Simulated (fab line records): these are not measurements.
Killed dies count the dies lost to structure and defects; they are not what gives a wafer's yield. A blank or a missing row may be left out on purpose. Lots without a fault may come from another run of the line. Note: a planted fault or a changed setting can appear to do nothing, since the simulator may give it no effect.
fab line records -- flow sky130
[record] lots = 14, wafers = 42, last_day = 50
route steps=708 shown LDD_N@254 SD_N@356 SD_P@359 LI_CONTACT@381 LOCAL_INTERCONNECT@399
lots untouched by any fault: they come from a run of this same line in which no faults occurred
start_h: hours from the record's first day to the start of the lot's first wafer shown -- wait_h: hours elapsed since this lot's preceding step -- " the same as in the row above -- L1.1+2: a row that stands for several wafers -- - either no value or no given start -- * or withheld: withheld -- < > ~ a bound
route shown NAME@n: a module of which the file shows steps, and the number in the route of the first -- usual: mean/standard deviation of fault-free wafers -- same: alike in all rows -- chamber/n: place in a boat -- sites: per-site readings -- _std_site: their standard deviation -- _edge_site: inner sites' mean taken away from outer sites' mean -- radius_mm: how far each site lies from the wafer's centre -- mask NAME#n: copy n -- behind: the tool/chamber that last shaped the wafer -- hold: the reason the lot was held/the length of the hold in hours/how it ended -- device: whichever transistor did not switch (one of n, p or np) -- end of line: the tests these same wafers got at the end of their route -- a step with no rows: only its recipe -- killed: not the wafer's yield, but the dies lost to structure and defects at the first sort -- map: a wafer's dies, x killed, . not, _ none there
set.NAME: setting as actually run; set.NAME@STEP: the setting as run at that earlier step -- model.NAME: the simulator's own value behind a step, which no gauge read
steps of the route over a sample of lots; a table a step, a row a wafer
services: the hour from which a tool's chamber was out of use, counted from the record's first day as start_h (under 0 if before that day), plus the number of hours and why
[[steps]]
[step SKY_LDD_N_TW_MEAS_17]
[usual] LDD_N_TW = 2582/29
lot.wafer,tool,chamber,start_h,wait_h,LDD_N_TW
L542.1,film_metro-01,-,404.93,0.1,2575
L542.3,film_metro-01,-,404.93,0.1,2584
L542.5,film_metro-01,-,404.93,0.1,2593
L543.1,film_metro-04,-,413.89,0.1,2618
L543.4,film_metro-04,-,413.89,0.1,2611
L543.6,film_metro-04,-,413.89,0.1,2615
L544.1,film_metro-02,-,426.38,0.1,2537
L544.2,film_metro-02,-,426.38,0.1,2532
L544.5,film_metro-02,-,426.38,0.1,2541
L545.2,film_metro-01,-,432.10,0.1,2576
L545.3,film_metro-01,-,432.10,0.1,2590
L545.5,film_metro-01,-,432.10,0.1,2592
L546.1,film_metro-02,-,438.86,0.1,2549
L546.2,film_metro-02,-,438.86,0.1,2532
L546.6,film_metro-02,-,438.86,0.1,2544
L548.2,film_metro-04,-,466.19,0.1,2621
L548.3,film_metro-04,-,466.19,0.1,2616
L548.4,film_metro-04,-,466.19,0.1,2624
L550.4,film_metro-04,-,481.45,0.1,2614
L550.5,film_metro-04,-,481.45,0.1,2597
L550.6,film_metro-04,-,481.45,0.1,2609
L552.1,film_metro-02,-,492.23,0.1,2557
L552.3,film_metro-02,-,492.23,0.1,2553
L552.5,film_metro-02,-,492.23,0.1,2553
L554.2,film_metro-02,-,511.84,0.1,2527
L554.4,film_metro-02,-,511.84,0.1,2539
L554.5,film_metro-02,-,511.84,0.1,2530
L557.3,film_metro-01,-,545.91,0.1,2588
L557.4,film_metro-01,-,545.91,0.1,2586
L557.5,film_metro-01,-,545.91,0.1,2585
L559.1,film_metro-04,-,556.88,0.1,2617
L559.4,film_metro-04,-,556.88,0.1,2616
L559.5,film_metro-04,-,556.88,0.1,2608
L561.3,film_metro-04,-,571.51,0.1,2604
L561.4,film_metro-04,-,571.51,0.1,2617
L561.6,film_metro-04,-,571.51,0.1,2628
L562.1,film_metro-04,-,577.99,0.1,2602
L562.3,film_metro-04,-,577.99,0.1,2608
L562.5,film_metro-04,-,577.99,0.1,2606
L564.1,film_metro-04,-,607.76,0.1,2608
L564.5,film_metro-04,-,607.76,0.1,2611
L564.6,film_metro-04,-,607.76,0.1,2601
[step SKY_SD_N_RTA_14]
[recipe] temp_c = 1075, time_s = 2, idle_temp_c = 650, ramp_up_c_per_s = 150, ramp_down_c_per_s = 90, ambient = N2
[usual] lamp_power_pct = 15.74/0.053, wafer_temp_C_max = 1078.0/1.3
lot.wafer,tool,chamber,start_h,wait_h,lamp_power_pct,wafer_temp_C_max
L542.1,rtp_anneal-01,0,648.26,0.0,15.81,1080.2
L542.3,rtp_anneal-01,0,648.26,0.0,15.78,1079.2
L542.5,rtp_anneal-01,0,648.26,0.0,15.76,1077.1
L543.1,rtp_anneal-02,0,657.46,0.0,15.80,1076.5
L543.4,rtp_anneal-02,0,657.46,0.0,15.83,1077.9
L543.6,rtp_anneal-02,0,657.46,0.0,15.85,1078.3
L544.1,rtp_anneal-01,0,671.29,0.0,15.73,1078.0
L544.2,rtp_anneal-01,0,671.29,0.0,15.77,1076.9
L544.5,rtp_anneal-01,0,671.29,0.0,15.78,1077.2
L545.2,rtp_anneal-02,0,678.57,0.0,15.65,1078.8
L545.3,rtp_anneal-02,0,678.57,0.0,15.76,1078.3
L545.5,rtp_anneal-02,0,678.57,0.0,15.72,1076.4
L546.1,rtp_anneal-01,0,681.04,0.0,15.66,1079.2
L546.2,rtp_anneal-01,0,681.04,0.0,15.70,1077.9
L546.6,rtp_anneal-01,0,681.04,0.0,15.76,1076.2
L548.2,rtp_anneal-01,0,706.08,0.0,15.68,1076.2
L548.3,rtp_anneal-01,0,706.08,0.0,15.62,1079.3
L548.4,rtp_anneal-01,0,706.08,0.0,15.71,1080.2
L550.4,rtp_anneal-01,0,720.48,0.0,15.72,1077.0
L550.5,rtp_anneal-01,0,720.48,0.0,15.72,1076.1
L550.6,rtp_anneal-01,0,720.48,0.0,15.79,1079.9
L552.1,rtp_anneal-01,0,731.80,0.0,14.99,1051.9
L552.3,rtp_anneal-01,0,731.80,0.0,14.98,1052.8
L552.5,rtp_anneal-01,0,731.80,0.0,15.14,1052.0
L554.2,rtp_anneal-01,0,747.42,0.0,15.09,1052.9
L554.4,rtp_anneal-01,0,747.42,0.0,14.97,1051.6
L554.5,rtp_anneal-01,0,747.42,0.0,15.04,1052.4
L557.3,rtp_anneal-02,0,778.48,0.0,15.76,1077.9
L557.4,rtp_anneal-02,0,778.48,0.0,15.77,1078.8
L557.5,rtp_anneal-02,0,778.48,0.0,15.75,1077.3
L559.1,rtp_anneal-02,0,787.82,0.0,15.76,1081.4
L559.4,rtp_anneal-02,0,787.82,0.0,15.74,1079.2
L559.5,rtp_anneal-02,0,787.82,0.0,15.76,1078.5
L561.3,rtp_anneal-02,0,800.62,0.0,15.72,1079.1
L561.4,rtp_anneal-02,0,800.62,0.0,15.65,1079.5
L561.6,rtp_anneal-02,0,800.62,0.0,15.78,1078.5
L562.1,rtp_anneal-01,0,807.50,0.0,15.71,1079.1
L562.3,rtp_anneal-01,0,807.50,0.0,15.76,1080.6
L562.5,rtp_anneal-01,0,807.50,0.0,15.79,1078.4
L564.1,rtp_anneal-01,0,833.02,0.0,15.73,1079.4
L564.5,rtp_anneal-01,0,833.02,0.0,15.64,1076.2
L564.6,rtp_anneal-01,0,833.02,0.0,15.74,1078.5
[step SKY_SD_N_RS_MEAS_16]
[recipe] thk_meas_gauge = four-point-probe
[usual] SD_N_RS = 68.47/0.1
lot.wafer,tool,chamber,start_h,wait_h,SD_N_RS[ohm/sq]
L542.1,film_metro-02,-,648.43,0.1,68.46
L542.3,film_metro-02,-,648.43,0.1,68.59
L542.5,film_metro-02,-,648.43,0.1,68.52
L543.1,film_metro-01,-,657.63,0.1,68.24
L543.4,film_metro-01,-,657.63,0.1,68.34
L543.6,film_metro-01,-,657.63,0.1,68.35
L544.1,film_metro-01,-,671.47,0.1,68.46
L544.2,film_metro-01,-,671.47,0.1,68.59
L544.5,film_metro-01,-,671.47,0.1,68.73
L545.2,film_metro-02,-,678.75,0.1,68.50
L545.3,film_metro-02,-,678.75,0.1,68.53
L545.5,film_metro-02,-,678.75,0.1,68.40
L546.1,film_metro-02,-,681.22,0.1,68.49
L546.2,film_metro-02,-,681.22,0.1,68.28
L546.6,film_metro-02,-,681.22,0.1,68.56
L548.2,film_metro-02,-,706.26,0.1,68.25
L548.3,film_metro-02,-,706.26,0.1,68.43
L548.4,film_metro-02,-,706.26,0.1,68.43
L550.4,film_metro-02,-,720.69,0.1,68.42
L550.5,film_metro-02,-,720.69,0.1,68.49
L550.6,film_metro-02,-,720.69,0.1,68.44
L552.1,film_metro-02,-,731.97,0.1,72.47
L552.3,film_metro-02,-,731.97,0.1,72.53
L552.5,film_metro-02,-,731.97,0.1,72.51
L554.2,film_metro-03,-,747.60,0.1,72.49
L554.4,film_metro-03,-,747.60,0.1,72.38
L554.5,film_metro-03,-,747.60,0.1,72.48
L557.3,film_metro-01,-,778.71,0.1,68.61
L557.4,film_metro-01,-,778.71,0.1,68.50
L557.5,film_metro-01,-,778.71,0.1,68.39
L559.1,film_metro-03,-,787.99,0.1,68.49
L559.4,film_metro-03,-,787.99,0.1,68.38
L559.5,film_metro-03,-,787.99,0.1,68.63
L561.3,film_metro-02,-,800.82,0.1,68.49
L561.4,film_metro-02,-,800.82,0.1,68.69
L561.6,film_metro-02,-,800.82,0.1,68.33
L562.1,film_metro-03,-,807.67,0.1,68.43
L562.3,film_metro-03,-,807.67,0.1,68.41
L562.5,film_metro-03,-,807.67,0.1,68.36
L564.1,film_metro-02,-,833.20,0.1,68.39
L564.5,film_metro-02,-,833.20,0.1,68.43
L564.6,film_metro-02,-,833.20,0.1,68.53
[step SKY_SD_N_RS_MEAS_17]
[recipe] thk_meas_gauge = four-point-probe
[usual] SD_P_RS = 147.0/0.33
lot.wafer,tool,chamber,start_h,wait_h,SD_P_RS[ohm/sq]
L542.1,film_metro-02,-,648.55,0.1,146.7
L542.3,film_metro-02,-,648.55,0.1,146.7
L542.5,film_metro-02,-,648.55,0.1,146.7
L543.1,film_metro-01,-,657.75,0.1,146.9
L543.4,film_metro-01,-,657.75,0.1,147.0
L543.6,film_metro-01,-,657.75,0.1,146.8
L544.1,film_metro-01,-,671.59,0.1,147.5
L544.2,film_metro-01,-,671.59,0.1,147.3
L544.5,film_metro-01,-,671.59,0.1,147.1
L545.2,film_metro-02,-,678.87,0.1,147.2
L545.3,film_metro-02,-,678.87,0.1,146.9
L545.5,film_metro-02,-,678.87,0.1,146.8
L546.1,film_metro-02,-,681.34,0.1,147.0
L546.2,film_metro-02,-,681.34,0.1,147.1
L546.6,film_metro-02,-,681.34,0.1,147.0
L548.2,film_metro-02,-,706.38,0.1,146.8
L548.3,film_metro-02,-,706.38,0.1,146.5
L548.4,film_metro-02,-,706.38,0.1,146.4
L550.4,film_metro-02,-,720.81,0.1,147.3
L550.5,film_metro-02,-,720.81,0.1,147.1
L550.6,film_metro-02,-,720.81,0.1,146.9
L552.1,film_metro-02,-,732.09,0.1,170.6
L552.3,film_metro-02,-,732.09,0.1,170.9
L552.5,film_metro-02,-,732.09,0.1,170.3
L554.2,film_metro-03,-,747.72,0.1,170.7
L554.4,film_metro-03,-,747.72,0.1,170.2
L554.5,film_metro-03,-,747.72,0.1,170.7
L557.3,film_metro-01,-,778.83,0.1,147.6
L557.4,film_metro-01,-,778.83,0.1,146.8
L557.5,film_metro-01,-,778.83,0.1,146.8
L559.1,film_metro-03,-,788.11,0.1,146.9
L559.4,film_metro-03,-,788.11,0.1,146.8
L559.5,film_metro-03,-,788.11,0.1,147.3
L561.3,film_metro-02,-,800.94,0.1,147.0
L561.4,film_metro-02,-,800.94,0.1,147.6
L561.6,film_metro-02,-,800.94,0.1,147.0
L562.1,film_metro-03,-,807.79,0.1,147.0
L562.3,film_metro-03,-,807.79,0.1,146.6
L562.5,film_metro-03,-,807.79,0.1,146.9
L564.1,film_metro-02,-,833.32,0.1,146.9
L564.5,film_metro-02,-,833.32,0.1,146.6
L564.6,film_metro-02,-,833.32,0.1,146.4
[step SKY_LI_CONTACT_SPUTTER_19]
[recipe] material = Ti, target_thk_nm = 20, chamber_pressure_pa = 5, power_w = 2500, substrate_temp_c = 200, time_s = 106.37
[usual] throttle_valve_pct = 29.8/1.2
lot.wafer,tool,chamber,start_h,wait_h,throttle_valve_pct
L542.1,pvd_sputter-01,-,678.51,0.0,26.6
L542.3,pvd_sputter-01,-,678.51,0.0,29.3
L542.5,pvd_sputter-01,-,678.51,0.0,26.5
L543.1,pvd_sputter-04,-,687.17,0.0,29.5
L543.4,pvd_sputter-04,-,687.17,0.0,30.7
L543.6,pvd_sputter-04,-,687.17,0.0,29.9
L544.1,pvd_sputter-01,-,700.56,0.0,26.6
L544.2,pvd_sputter-01,-,700.56,0.0,29.0
L544.5,pvd_sputter-01,-,700.56,0.0,29.2
L545.2,pvd_sputter-04,-,708.10,0.0,30.7
L545.3,pvd_sputter-04,-,708.10,0.0,30.0
L545.5,pvd_sputter-04,-,708.10,0.0,30.0
L546.1,pvd_sputter-02,-,711.07,0.0,30.1
L546.2,pvd_sputter-02,-,711.07,0.0,30.7
L546.6,pvd_sputter-02,-,711.07,0.0,30.5
L548.2,pvd_sputter-02,-,735.77,0.0,31.1
L548.3,pvd_sputter-02,-,735.77,0.0,30.5
L548.4,pvd_sputter-02,-,735.77,0.0,30.7
L550.4,pvd_sputter-02,-,749.43,0.0,30.5
L550.5,pvd_sputter-02,-,749.43,0.0,31.2
L550.6,pvd_sputter-02,-,749.43,0.0,31.5
L552.1,pvd_sputter-04,-,760.01,0.0,30.0
L552.3,pvd_sputter-04,-,760.01,0.0,29.4
L552.5,pvd_sputter-04,-,760.01,0.0,30.9
L554.2,pvd_sputter-01,-,776.51,0.0,29.0
L554.4,pvd_sputter-01,-,776.51,0.0,26.5
L554.5,pvd_sputter-01,-,776.51,0.0,30.0
L557.3,pvd_sputter-04,-,806.47,0.0,30.8
L557.4,pvd_sputter-04,-,806.47,0.0,30.2
L557.5,pvd_sputter-04,-,806.47,0.0,30.1
L559.1,pvd_sputter-02,-,816.43,0.0,31.4
L559.4,pvd_sputter-02,-,816.43,0.0,30.5
L559.5,pvd_sputter-02,-,816.43,0.0,30.3
L561.3,pvd_sputter-04,-,829.53,0.0,30.6
L561.4,pvd_sputter-04,-,829.53,0.0,29.6
L561.6,pvd_sputter-04,-,829.53,0.0,29.6
L562.1,pvd_sputter-01,-,835.78,0.0,29.3
L562.3,pvd_sputter-01,-,835.78,0.0,30.0
L562.5,pvd_sputter-01,-,835.78,0.0,26.4
L564.1,pvd_sputter-02,-,860.98,0.0,30.7
L564.5,pvd_sputter-02,-,860.98,0.0,31.4
L564.6,pvd_sputter-02,-,860.98,0.0,30.4
[step SKY_LOCAL_INTERCONNECT_OVL_MEAS_12]
[usual] LOCAL_INTERCONNECT_OVL = 1/6
lot.wafer,tool,chamber,start_h,wait_h,LOCAL_INTERCONNECT_OVL[nm]
L542.1,overlay-02,-,707.55,0.1,0
L542.3,overlay-02,-,707.55,0.1,-1
L542.5,overlay-02,-,707.55,0.1,10
L543.1,overlay-01,-,716.36,0.1,-6
L543.4,overlay-01,-,716.36,0.1,6
L543.6,overlay-01,-,716.36,0.1,1
L544.1,overlay-02,-,728.40,0.1,6
L544.2,overlay-02,-,728.40,0.1,-1
L544.5,overlay-02,-,728.40,0.1,7
L545.2,overlay-02,-,736.72,0.1,5
L545.3,overlay-02,-,736.72,0.1,-2
L545.5,overlay-02,-,736.72,0.1,5
L546.1,overlay-02,-,739.41,0.1,-5
L546.2,overlay-02,-,739.41,0.1,-4
L546.6,overlay-02,-,739.41,0.1,3
L548.2,overlay-01,-,763.11,0.1,10
L548.3,overlay-01,-,763.11,0.1,-6
L548.4,overlay-01,-,763.11,0.1,-2
L550.4,overlay-01,-,776.58,0.1,-6
L550.5,overlay-01,-,776.58,0.1,0
L550.6,overlay-01,-,776.58,0.1,-12
L552.1,overlay-02,-,788.00,0.1,-6
L552.3,overlay-02,-,788.00,0.1,-10
L552.5,overlay-02,-,788.00,0.1,-8
L554.2,overlay-02,-,803.77,0.1,6
L554.4,overlay-02,-,803.77,0.1,14
L554.5,overlay-02,-,803.77,0.1,1
L557.3,overlay-02,-,834.81,0.1,0
L557.4,overlay-02,-,834.81,0.1,-1
L557.5,overlay-02,-,834.81,0.1,-3
L559.1,overlay-02,-,843.75,0.1,3
L559.4,overlay-02,-,843.75,0.1,11
L559.5,overlay-02,-,843.75,0.1,9
L561.3,overlay-02,-,857.06,0.6,9
L561.4,overlay-02,-,857.06,0.6,5
L561.6,overlay-02,-,857.06,0.6,-2
L562.1,overlay-02,-,862.46,0.1,-4
L562.3,overlay-02,-,862.46,0.1,-5
L562.5,overlay-02,-,862.46,0.1,-4
L564.1,overlay-02,-,888.25,0.1,-1
L564.5,overlay-02,-,888.25,0.1,5
L564.6,overlay-02,-,888.25,0.1,-2
[[services]]
tool,chamber,start_h,hours,kind
pvd_sputter-01,-,651.27,3.5,repair
pvd_sputter-02,-,651.73,5.1,repair
pvd_sputter-02,-,652.96,1.5,repair
rtp_anneal-02,-,654.47,0.8,repair
pvd_sputter-04,2,707.06,-,consumable_replace:kit
pvd_sputter-04,2,707.06,18.0,scheduled_down
pvd_sputter-04,2,707.06,18.0,vent_cycle
pvd_sputter-01,0,748.52,-,consumable_replace:kit
pvd_sputter-01,0,748.52,18.0,scheduled_down
pvd_sputter-01,0,748.52,18.0,vent_cycle
rtp_anneal-01,-,808.87,1.0,pm
pvd_sputter-04,-,833.94,1.9,repair
[[key]]
[first_sign] step = SKY_SD_N_RTA_14, reading = wafer_temp_C_max, direction = down, sigmas = 21, usual = *, struck = *
[effect] step = SKY_SD_N_RTA_14, reading = lamp_power_pct, direction = down, sigmas = 13, usual = 15.74, struck = 15.04
[effect] step = SKY_SD_N_RS_MEAS_16, reading = SD_N_RS, direction = up, sigmas = 39, usual = 68.47, struck = 72.48
[effect] step = SKY_SD_N_RS_MEAS_17, reading = SD_P_RS, direction = up, sigmas = 71, usual = 147.0, struck = 170.6
met_at SKY_SD_N_RTA_14
struck_lots L552,L554
sort_left_out L552.1,L552.3,L552.5
tester_left_out L552,L554
not_acting_at SKY_LDD_N_TW_MEAS_17,SKY_LI_CONTACT_SPUTTER_19,SKY_LOCAL_INTERCONNECT_OVL_MEAS_12
onset_between 720.48 731.80
[fault] kind = process_parameter_drift, tool = rtp_anneal-01, chamber = -, onset_h = 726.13, steps = SKY_SD_N_RTA_14, channel = temp_c, offset = *, shape = step, end_h = 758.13, acts_in = *, stated = *
// tester_left_out: of these lots the tester's yield and bins aren't shown, on N5 and GAA mostly nor the transistor test; their killed dies are dies lost to structure and defects alone, not to doping, threshold or leakage, so they don't give the yield
// sort_left_out: the simulated sort isn't trusted on such a fault, so these wafers' sort isn't shown, and their yield isn't known
